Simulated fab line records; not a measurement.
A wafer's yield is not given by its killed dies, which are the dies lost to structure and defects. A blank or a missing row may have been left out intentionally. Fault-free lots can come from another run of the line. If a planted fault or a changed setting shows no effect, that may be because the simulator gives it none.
fab line records | flow sky130 | part 1 of 2: steps 1 to 32 of 44
record lots=5 wafers=15 last-day=50
route steps=708 shown VT_ADJUST_HVTP@87 VT_ADJUST_LVTN@97 VT_ADJUST_NCORE@119
lots that met no fault: taken from a fault-free run of the same line
start-h: hours from the record's opening day to when the first of the lot's shown wafers began | wait-h: how many hours have passed since the lot's step before this one | " the same as in the row above | L1.1+2: one row covering several wafers at once | - value missing, or start not given | * or withheld: withheld | < > ~ a bound
route shown NAME@n: a module of which the file shows steps, and the number in the route of the first | usual: mean/standard deviation of fault-free wafers | same: alike in all rows | chamber/n: place in a boat | sites: readings site by site | _std_site: their standard deviation | _edge_site: mean of outer sites minus mean of inner sites | radius-mm: for every site, how far away it sits from the centre of the wafer | mask NAME#n: copy n | behind: the most recent tool/chamber to have shaped the wafer | hold: reason for holding the lot/hours on hold/outcome of the hold | device: transistor that didn't switch, given as n, p or np | end of line: tests of these same wafers at the route's end | where a step has no rows: the recipe by itself | killed: at the first sort, the dies lost to defects and structure; wafer yield is something else | map: a wafer's dies, x killed, . not, _ none there
set.NAME: the setting the step ran with; set.NAME@STEP: the setting that earlier step ran with | model.NAME: the simulator's own value behind a step, which no gauge read
certain route steps with their lots: each step a table, each wafer a row
services: when a tool's chamber went out of use (start-h, in hours from the record's first day, below 0 if earlier), for how many hours, and the reason
## steps
# step SKY_VT_ADJUST_HVTP_COAT_02
# recipe resist=NOVOLAK spin-rpm=3000 resist-thk-nm=1140
# usual spin-speed-rpm=3000.0/1.9
# columns lot.wafer tool chamber start-h wait-h spin-speed-rpm
L085.3 litho-track-03 0 180.32 0.1 2999.5
L085.4 " 0 " " 2999.7
L085.6 " 0 " " 3000.3
L091.1 litho-track-02 0 215.17 0.1 3001.2
L091.4 " 0 " " 3000.8
L091.6 " 0 " " 2999.5
L092.3 litho-track-02 0 224.12 0.1 2998.6
L092.4 " 0 " " 2999.1
L092.5 " 0 " " 3002.2
L093.3 litho-track-01 0 227.78 0.1 2999.7
L093.4 " 0 " " 2999.0
L093.5 " 0 " " 3000.4
L095.3 litho-track-01 0 245.78 0.1 3001.0
L095.4 " 0 " " 3001.7
L095.6 " 0 " " 3000.4
# step SKY_VT_ADJUST_HVTP_SOFTBAKE_03
# recipe temp-c=90 time-s=60 resist=NOVOLAK
# columns lot.wafer tool chamber start-h wait-h
L085.3+4+6 litho-track-03 0 180.47 0.1
L091.1+4+6 litho-track-02 0 215.32 0.1
L092.3+4+5 litho-track-02 0 224.27 0.1
L093.3+4+5 litho-track-01 0 227.93 0.1
L095.3+4+6 litho-track-01 0 245.93 0.1
# step SKY_VT_ADJUST_HVTP_EXPOSE_04
# recipe mask-id=HVTPM na=0.6 source-shape=conventional sigma-outer=0.6 polarization=unpolarized target-cd-nm=380 dose-mj=140
# same sigma-outer=0.6
# columns lot.wafer tool chamber start-h wait-h mask
L085.3+4+6 iline-stepper-01 0 - - HVTPM#0
L091.1+4+6 iline-stepper-01 0 - - HVTPM#0
L092.3+4+5 iline-stepper-01 0 - - HVTPM#0
L093.3+4+5 iline-stepper-01 0 - - HVTPM#0
L095.3+4+6 iline-stepper-02 0 - - HVTPM#0
# step SKY_VT_ADJUST_HVTP_PEB_05
# recipe temp-c=withheld time-s=* resist=NOVOLAK
# columns lot.wafer tool chamber start-h wait-h
L085.3+4+6 litho-track-02 0 - -
L091.1+4+6 litho-track-02 0 - -
L092.3+4+5 litho-track-01 0 - -
L093.3+4+5 litho-track-01 0 - -
L095.3+4+6 litho-track-01 0 - -
# step SKY_VT_ADJUST_HVTP_DEVELOP_06
# recipe resist=NOVOLAK developer=TMAH develop-time-s=60 dev-temp-c=23
# columns lot.wafer tool chamber start-h wait-h
L085.3+4+6 litho-track-02 0 190.72 0.1
L091.1+4+6 litho-track-02 0 226.77 0.1
L092.3+4+5 litho-track-01 0 235.03 0.1
L093.3+4+5 litho-track-01 0 239.28 0.1
L095.3+4+6 litho-track-01 0 257.98 0.1
# step SKY_VT_ADJUST_HVTP_CD_MEAS_07
# recipe target-cd-nm=380
# usual cd-nm=379.5/2.3
# columns lot.wafer tool chamber start-h wait-h cd-nm
L085.3 cd-sem-02 - 190.86 0.1 382.2
L085.4 " - " " 382.1
L085.6 " - " " 382.5
L091.1 cd-sem-01 - 226.92 0.1 380.6
L091.4 " - " " 383.8
L091.6 " - " " 382.0
L092.3 cd-sem-01 - 235.17 0.1 380.9
L092.4 " - " " 379.9
L092.5 " - " " 378.5
L093.3 cd-sem-01 - 239.42 0.1 381.6
L093.4 " - " " 381.0
L093.5 " - " " 380.8
L095.3 cd-sem-01 - 258.12 0.1 379.6
L095.4 " - " " 379.4
L095.6 " - " " 378.7
# step SKY_VT_ADJUST_HVTP_OVL_MEAS_08
# usual VT_ADJUST_HVTP_OVL=1.3/1.3
# columns lot.wafer tool chamber start-h wait-h VT_ADJUST_HVTP_OVL[nm]
L085.3 overlay-01 - 190.95 0.1 -0.9
L085.4 " - " " 0.7
L085.6 " - " " 1.2
L091.1 overlay-02 - 227.04 0.1 0.9
L091.4 " - " " 1.8
L091.6 " - " " 1.2
L092.3 overlay-01 - 235.26 0.1 -0.1
L092.4 " - " " 0.8
L092.5 " - " " 0.7
L093.3 overlay-01 - 239.51 0.1 -2.7
L093.4 " - " " 0.0
L093.5 " - " " -1.5
L095.3 overlay-02 - 258.21 0.1 1.1
L095.4 " - " " 1.4
L095.6 " - " " 3.1
# step SKY_VT_ADJUST_HVTP_IMPLANT_09
# recipe species=As energy-kev=150 dose-cm2=4.3e+12 tilt-deg=withheld
# columns lot.wafer tool chamber start-h wait-h
L085.3+4+6 implanter-03 0 191.02 0.1
L091.1+4+6 implanter-03 0 227.07 0.0
L092.3+4+5 implanter-02 0 235.33 0.1
L093.3+4+5 implanter-01 0 239.58 0.1
L095.3+4+6 implanter-02 0 258.28 0.1
# step SKY_VT_ADJUST_HVTP_STRIP_10
# recipe chemistry=O2/N2 power-w=1400 pressure-mtorr=1500 platen-temp-c=withheld o2-flow-sccm=3000 n2-flow-sccm=300 overash-fraction=0.5
# usual drypump-motor-current-A=5.5/0.39 n2-flow-sccm=299.8/0.86 oes-product-au=0.715/0.0042 strip-time-to-endpoint-s=14.18/0.043
# same overash-fraction=0.5
# columns lot.wafer tool chamber start-h wait-h drypump-motor-current-A n2-flow-sccm oes-product-au rf-hours-counter-h strip-time-to-endpoint-s
L085.3 plasma-asher-03 0 191.15 0.1 6.1 300.3 0.716 - 14.19
L085.4 " 1 " " 5.3 298.7 0.718 - 14.10
L085.6 " 1 " " 5.3 299.2 0.719 - 14.16
L091.1 plasma-asher-01 1 227.22 0.1 5.0 299.6 0.720 56 14.15
L091.4 " 0 " " 5.1 299.3 0.718 - 14.13
L091.6 " 1 " " 5.0 299.7 0.716 - 14.09
L092.3 plasma-asher-04 1 235.47 0.1 5.4 300.4 0.712 - 14.12
L092.4 " 0 " " 5.1 298.3 0.710 - 14.17
L092.5 " 1 " " 5.4 299.4 0.713 - 14.16
L093.3 plasma-asher-03 0 239.72 0.1 6.1 299.6 0.720 - 14.24
L093.4 " 1 " " 5.3 299.4 0.710 - 14.25
L093.5 " 0 " " 6.1 299.8 0.709 - 14.22
L095.3 plasma-asher-03 1 258.42 0.1 5.3 299.6 0.708 - 14.20
L095.4 " 0 " " 6.1 299.2 0.718 - 14.19
L095.6 " 0 " " 6.1 299.4 0.711 - 14.21
# step SKY_VT_ADJUST_HVTP_TW_MEAS_11
# usual VT_ADJUST_HVTP_TW=1361/7
# columns lot.wafer tool chamber start-h wait-h VT_ADJUST_HVTP_TW
L085.3 film-metro-02 - 191.24 0.1 1356
L085.4 " - " " 1353
L085.6 " - " " 1360
L091.1 film-metro-03 - 227.32 0.1 1366
L091.4 " - " " 1366
L091.6 " - " " 1368
L092.3 film-metro-02 - 235.55 0.1 1358
L092.4 " - " " 1359
L092.5 " - " " 1354
L093.3 film-metro-03 - 239.80 0.1 1364
L093.4 " - " " 1364
L093.5 " - " " 1369
L095.3 film-metro-04 - 258.50 0.1 1356
L095.4 " - " " 1356
L095.6 " - " " 1353
# step SKY_VT_ADJUST_LVTN_DEHYDRATE_00
# recipe temp-c=200 time-s=60
# columns lot.wafer tool chamber start-h wait-h
L085.3+4+6 litho-track-02 0 200.92 9.7
L091.1+4+6 litho-track-02 0 238.22 10.9
L092.3+4+5 litho-track-04 0 247.46 11.9
L093.3+4+5 litho-track-03 0 250.97 11.2
L095.3+4+6 litho-track-02 0 269.36 10.9
# step SKY_VT_ADJUST_LVTN_HMDS_01
# recipe prime-time-s=60 prime-temp-c=120
# same prime-time-s=60
# columns lot.wafer tool chamber start-h wait-h
L085.3+4+6 litho-track-02 0 201.07 0.1
L091.1+4+6 litho-track-02 0 238.37 0.1
L092.3+4+5 litho-track-04 0 247.61 0.1
L093.3+4+5 litho-track-03 0 251.12 0.1
L095.3+4+6 litho-track-02 0 269.51 0.1
# step SKY_VT_ADJUST_LVTN_COAT_02
# recipe spin-rpm=2000 resist-thk-nm=3000
# usual spin-speed-rpm=1999.9/1.4
# columns lot.wafer tool chamber start-h wait-h spin-speed-rpm
L085.3 litho-track-02 0 201.22 0.1 1998.2
L085.4 " 0 " " 2000.4
L085.6 " 0 " " 2000.2
L091.1 litho-track-02 0 238.52 0.1 1999.5
L091.4 " 0 " " 1999.2
L091.6 " 0 " " 1997.5
L092.3 litho-track-04 0 247.76 0.1 1997.8
L092.4 " 0 " " 1998.2
L092.5 " 0 " " 2001.3
L093.3 litho-track-03 0 251.27 0.1 2001.4
L093.4 " 0 " " 2000.4
L093.5 " 0 " " 2000.0
L095.3 litho-track-02 0 269.66 0.1 1998.6
L095.4 " 0 " " 1999.4
L095.6 " 0 " " 1999.4
# step SKY_VT_ADJUST_LVTN_SOFTBAKE_03
# recipe temp-c=110 time-s=withheld
# columns lot.wafer tool chamber start-h wait-h
L085.3+4+6 litho-track-02 0 201.38 0.1
L091.1+4+6 litho-track-02 0 238.67 0.1
L092.3+4+5 litho-track-04 0 247.93 0.1
L093.3+4+5 litho-track-03 0 251.43 0.1
L095.3+4+6 litho-track-02 0 269.83 0.1
# step SKY_VT_ADJUST_LVTN_EXPOSE_04
# recipe mask-id=NWM_COMPLEMENT_LESS_NATIVE na=0.6 source-shape=conventional sigma-outer=0.6 polarization=unpolarized target-cd-nm=840 dose-mj=194
# same sigma-outer=0.6
# columns lot.wafer tool chamber start-h wait-h mask
L085.3+4+6 iline-stepper-01 0 - - NWM_COMPLEMENT_LESS_NATIVE#0
L091.1+4+6 iline-stepper-01 0 - - NWM_COMPLEMENT_LESS_NATIVE#0
L092.3+4+5 iline-stepper-02 0 - - NWM_COMPLEMENT_LESS_NATIVE#0
L093.3+4+5 iline-stepper-02 0 - - NWM_COMPLEMENT_LESS_NATIVE#0
L095.3+4+6 iline-stepper-01 0 - - NWM_COMPLEMENT_LESS_NATIVE#0
# step SKY_VT_ADJUST_LVTN_PEB_05
# recipe temp-c=115 time-s=withheld
# columns lot.wafer tool chamber start-h wait-h
L085.3+4+6 litho-track-02 0 - -
L091.1+4+6 litho-track-04 0 - -
L092.3+4+5 litho-track-03 0 - -
L093.3+4+5 litho-track-02 0 - -
L095.3+4+6 litho-track-03 0 - -
# step SKY_VT_ADJUST_LVTN_DEVELOP_06
# recipe wall-angle-deg=90 developer=TMAH develop-time-s=60 dev-temp-c=23
# columns lot.wafer tool chamber start-h wait-h
L085.3+4+6 litho-track-02 0 - -
L091.1+4+6 litho-track-04 0 - -
L092.3+4+5 litho-track-03 0 - -
L093.3+4+5 litho-track-02 0 - -
L095.3+4+6 litho-track-03 0 - -
# step SKY_VT_ADJUST_LVTN_OVL_MEAS_07
# usual VT_ADJUST_LVTN_OVL=1.0/1.5
# columns lot.wafer tool chamber start-h wait-h VT_ADJUST_LVTN_OVL[nm]
L085.3 overlay-02 - 211.88 - 1.4
L085.4 " - " " 1.1
L085.6 " - " " 1.9
L091.1 overlay-02 - 250.66 - 1.1
L091.4 " - " " -0.5
L091.6 " - " " -1.8
L092.3 overlay-02 - 259.08 - 4.0
L092.4 " - " " 3.0
L092.5 " - " " 3.0
L093.3 overlay-02 - 263.33 - 1.6
L093.4 " - " " 1.5
L093.5 " - " " 1.0
L095.3 overlay-02 - 281.68 - 2.7
L095.4 " - " " 1.7
L095.6 " - " " 2.9
# step SKY_VT_ADJUST_LVTN_IMPLANT_08
# recipe species=B energy-kev=30 dose-cm2=1.57e+12 tilt-deg=withheld
# columns lot.wafer tool chamber start-h wait-h
L085.3+4+6 implanter-04 0 211.95 0.1
L091.1+4+6 implanter-02 0 250.70 0.0
L092.3+4+5 implanter-01 0 259.15 0.1
L093.3+4+5 implanter-04 0 263.40 0.1
L095.3+4+6 implanter-01 0 281.75 0.1
# step SKY_VT_ADJUST_LVTN_STRIP_09
# recipe chemistry=O2/N2 power-w=1400 pressure-mtorr=1500 platen-temp-c=withheld o2-flow-sccm=3000 n2-flow-sccm=300 overash-fraction=0.5
# usual drypump-motor-current-A=5.18/0.21 n2-flow-sccm=299.9/0.79 oes-product-au=0.722/0.0042 strip-time-to-endpoint-s=36.85/0.11
# same overash-fraction=0.5
# columns lot.wafer tool chamber start-h wait-h drypump-motor-current-A n2-flow-sccm oes-product-au rf-hours-counter-h strip-time-to-endpoint-s
L085.3 plasma-asher-01 1 212.08 0.1 5.03 301.5 0.723 - 36.85
L085.4 " 0 " " 5.06 300.1 0.719 - 36.81
L085.6 " 1 " " 5.05 299.6 0.716 - 36.78
L091.1 plasma-asher-04 1 250.85 0.1 5.39 301.6 0.727 11 36.73
L091.4 " 1 " " 5.38 301.6 0.726 - 36.80
L091.6 " 0 " " 5.12 300.2 0.722 - 36.85
L092.3 plasma-asher-04 0 259.29 0.1 5.12 300.2 0.720 - 36.89
L092.4 " 1 " " 5.37 300.0 0.725 - 36.77
L092.5 " 1 " " 5.39 301.0 0.723 - 36.85
L093.3 plasma-asher-04 0 263.53 0.1 5.11 300.7 0.721 - 37.01
L093.4 " 1 " " 5.34 300.0 0.725 - 36.97
L093.5 " 0 " " 5.11 300.2 0.726 - 36.94
L095.3 plasma-asher-04 1 281.89 0.1 5.37 300.7 0.715 - 36.82
L095.4 " 0 " " 5.13 299.6 0.731 - 36.87
L095.6 " 0 " " 5.12 301.5 0.716 - 36.91
# step SKY_VT_ADJUST_LVTN_TW_MEAS_10
# usual VT_ADJUST_LVTN_TW=241.4/1.1
# columns lot.wafer tool chamber start-h wait-h VT_ADJUST_LVTN_TW
L085.3 film-metro-04 - 212.17 0.1 243.0
L085.4 " - " " 243.7
L085.6 " - " " 241.7
L091.1 film-metro-01 - 250.95 0.1 242.4
L091.4 " - " " 242.0
L091.6 " - " " 241.1
L092.3 film-metro-02 - 259.37 0.1 238.9
L092.4 " - " " 239.6
L092.5 " - " " 239.5
L093.3 film-metro-02 - 263.62 0.1 241.1
L093.4 " - " " 240.6
L093.5 " - " " 238.1
L095.3 film-metro-04 - 281.97 0.1 242.7
L095.4 " - " " 241.3
L095.6 " - " " 242.4
# step SKY_VT_ADJUST_LVTN_DEHYDRATE_11
# recipe temp-c=200 time-s=60
# columns lot.wafer tool chamber start-h wait-h
L085.3+4+6 litho-track-04 0 222.66 10.5
L091.1+4+6 litho-track-04 0 262.26 11.3
L092.3+4+5 litho-track-03 0 270.72 11.3
L093.3+4+5 litho-track-04 0 274.21 10.6
L095.3+4+6 litho-track-02 0 293.21 11.2
# step SKY_VT_ADJUST_LVTN_HMDS_12
# recipe prime-time-s=60 prime-temp-c=120
# same prime-time-s=60
# columns lot.wafer tool chamber start-h wait-h
L085.3+4+6 litho-track-04 0 222.81 0.1
L091.1+4+6 litho-track-04 0 262.41 0.1
L092.3+4+5 litho-track-03 0 270.87 0.1
L093.3+4+5 litho-track-04 0 274.36 0.1
L095.3+4+6 litho-track-02 0 293.36 0.1
# step SKY_VT_ADJUST_LVTN_COAT_13
# recipe resist=NOVOLAK spin-rpm=3000 resist-thk-nm=1140
# usual spin-speed-rpm=2999.5/2.1
# columns lot.wafer tool chamber start-h wait-h spin-speed-rpm
L085.3 litho-track-04 0 222.96 0.1 2999.6
L085.4 " 0 " " 3000.5
L085.6 " 0 " " 3002.0
L091.1 litho-track-04 0 262.56 0.1 3000.8
L091.4 " 0 " " 2998.3
L091.6 " 0 " " 2995.3
L092.3 litho-track-03 0 271.02 0.1 3002.5
L092.4 " 0 " " 2999.4
L092.5 " 0 " " 3000.7
L093.3 litho-track-04 0 274.51 0.1 2995.4
L093.4 " 0 " " 2996.8
L093.5 " 0 " " 2996.4
L095.3 litho-track-02 0 293.51 0.1 2997.9
L095.4 " 0 " " 2996.7
L095.6 " 0 " " 2999.0
# step SKY_VT_ADJUST_LVTN_SOFTBAKE_14
# recipe temp-c=90 time-s=60 resist=NOVOLAK
# columns lot.wafer tool chamber start-h wait-h
L085.3+4+6 litho-track-04 0 223.11 0.1
L091.1+4+6 litho-track-04 0 262.71 0.1
L092.3+4+5 litho-track-03 0 271.17 0.1
L093.3+4+5 litho-track-04 0 274.66 0.1
L095.3+4+6 litho-track-02 0 293.66 0.1
# step SKY_VT_ADJUST_LVTN_EXPOSE_15
# recipe mask-id=HVN_STD_DERIVED na=0.6 source-shape=conventional sigma-outer=0.6 polarization=unpolarized target-cd-nm=600 dose-mj=163
# same sigma-outer=0.6
# columns lot.wafer tool chamber start-h wait-h mask
L085.3+4+6 iline-stepper-02 0 - - HVN_STD_DERIVED#0
L091.1+4+6 iline-stepper-02 0 - - HVN_STD_DERIVED#0
L092.3+4+5 iline-stepper-02 0 - - HVN_STD_DERIVED#0
L093.3+4+5 iline-stepper-02 0 - - HVN_STD_DERIVED#0
L095.3+4+6 iline-stepper-02 0 - - HVN_STD_DERIVED#0
# step SKY_VT_ADJUST_LVTN_PEB_16
# recipe temp-c=withheld time-s=* resist=NOVOLAK
# columns lot.wafer tool chamber start-h wait-h
L085.3+4+6 litho-track-03 0 - -
L091.1+4+6 litho-track-04 0 - -
L092.3+4+5 litho-track-04 0 - -
L093.3+4+5 litho-track-02 0 - -
L095.3+4+6 litho-track-04 0 - -
# step SKY_VT_ADJUST_LVTN_DEVELOP_17
# recipe resist=NOVOLAK developer=TMAH develop-time-s=60 dev-temp-c=23
# columns lot.wafer tool chamber start-h wait-h
L085.3+4+6 litho-track-03 0 234.12 0.1
L091.1+4+6 litho-track-04 0 274.01 0.1
L092.3+4+5 litho-track-04 0 282.46 0.1
L093.3+4+5 litho-track-02 0 286.21 0.1
L095.3+4+6 litho-track-04 0 306.51 0.1
# step SKY_VT_ADJUST_LVTN_OVL_MEAS_18
# usual VT_ADJUST_LVTN_01_OVL=2.1/1.6
# columns lot.wafer tool chamber start-h wait-h VT_ADJUST_LVTN_01_OVL[nm]
L085.3 overlay-01 - 234.23 0.1 1.6
L085.4 " - " " 3.7
L085.6 " - " " 0.8
L091.1 overlay-02 - 274.16 0.1 4.1
L091.4 " - " " 2.8
L091.6 " - " " 4.6
L092.3 overlay-01 - 282.57 0.1 0.1
L092.4 " - " " 0.4
L092.5 " - " " 0.1
L093.3 overlay-02 - 286.33 0.1 3.4
L093.4 " - " " 4.0
L093.5 " - " " 4.1
L095.3 overlay-01 - 306.65 0.1 0.6
L095.4 " - " " 1.3
L095.6 " - " " 0.6
# step SKY_VT_ADJUST_LVTN_IMPLANT_19
# recipe species=B energy-kev=30 dose-cm2=6.5e+11 tilt-deg=withheld
# columns lot.wafer tool chamber start-h wait-h
L085.3+4+6 implanter-01 0 234.30 0.1
L091.1+4+6 implanter-01 0 274.19 0.0
L092.3+4+5 implanter-04 0 282.64 0.1
L093.3+4+5 implanter-02 0 286.40 0.1
L095.3+4+6 implanter-01 0 306.72 0.1
# step SKY_VT_ADJUST_LVTN_STRIP_20
# recipe chemistry=O2/N2 power-w=1400 pressure-mtorr=1500 platen-temp-c=withheld o2-flow-sccm=3000 n2-flow-sccm=300 overash-fraction=0.5
# usual drypump-motor-current-A=5.20/0.25 n2-flow-sccm=300.0/0.82 oes-product-au=0.716/0.0047 strip-time-to-endpoint-s=14.16/0.042
# same overash-fraction=0.5
# columns lot.wafer tool chamber start-h wait-h drypump-motor-current-A n2-flow-sccm oes-product-au rf-hours-counter-h strip-time-to-endpoint-s
L085.3 plasma-asher-01 1 234.44 0.1 5.04 299.5 0.718 - 14.18
L085.4 " 0 " " 5.07 299.3 0.725 - 14.18
L085.6 " 0 " " 5.08 299.3 0.715 - 14.20
L091.1 plasma-asher-01 1 274.34 0.1 5.00 298.4 0.715 62 14.16
L091.4 " 0 " " 5.07 300.7 0.721 - 14.18
L091.6 " 1 " " 5.00 299.7 0.713 - 14.20
L092.3 plasma-asher-02 1 282.78 0.1 5.67 300.1 0.710 - 14.16
L092.4 " 0 " " 4.93 301.1 0.709 - 14.18
L092.5 " 0 " " 4.93 300.8 0.720 - 14.15
L093.3 plasma-asher-04 1 286.53 0.1 5.39 299.8 0.725 - 14.16
L093.4 " 0 " " 5.11 300.0 0.714 - 14.15
L093.5 " 0 " " 5.12 299.9 0.715 - 14.17
L095.3 plasma-asher-01 1 306.85 0.1 5.01 299.3 0.720 - 14.16
L095.4 " 0 " " 5.08 298.6 0.722 - 14.19
L095.6 " 0 " " 5.08 299.5 0.718 - 14.16
# step SKY_VT_ADJUST_LVTN_TW_MEAS_21
# usual VT_ADJUST_LVTN_2_TW=188.1/0.97
# columns lot.wafer tool chamber start-h wait-h VT_ADJUST_LVTN_2_TW
L085.3 film-metro-04 - 234.52 0.1 189.0
L085.4 " - " " 188.8
L085.6 " - " " 188.9
L091.1 film-metro-04 - 274.44 0.1 187.9
L091.4 " - " " 188.3
L091.6 " - " " 188.5
L092.3 film-metro-01 - 282.86 0.1 189.1
L092.4 " - " " 188.4
L092.5 " - " " 188.2
L093.3 film-metro-01 - 286.62 0.1 189.5
L093.4 " - " " 189.7
L093.5 " - " " 188.4
L095.3 film-metro-02 - 306.96 0.1 187.2
L095.4 " - " " 187.9
L095.6 " - " " 187.2
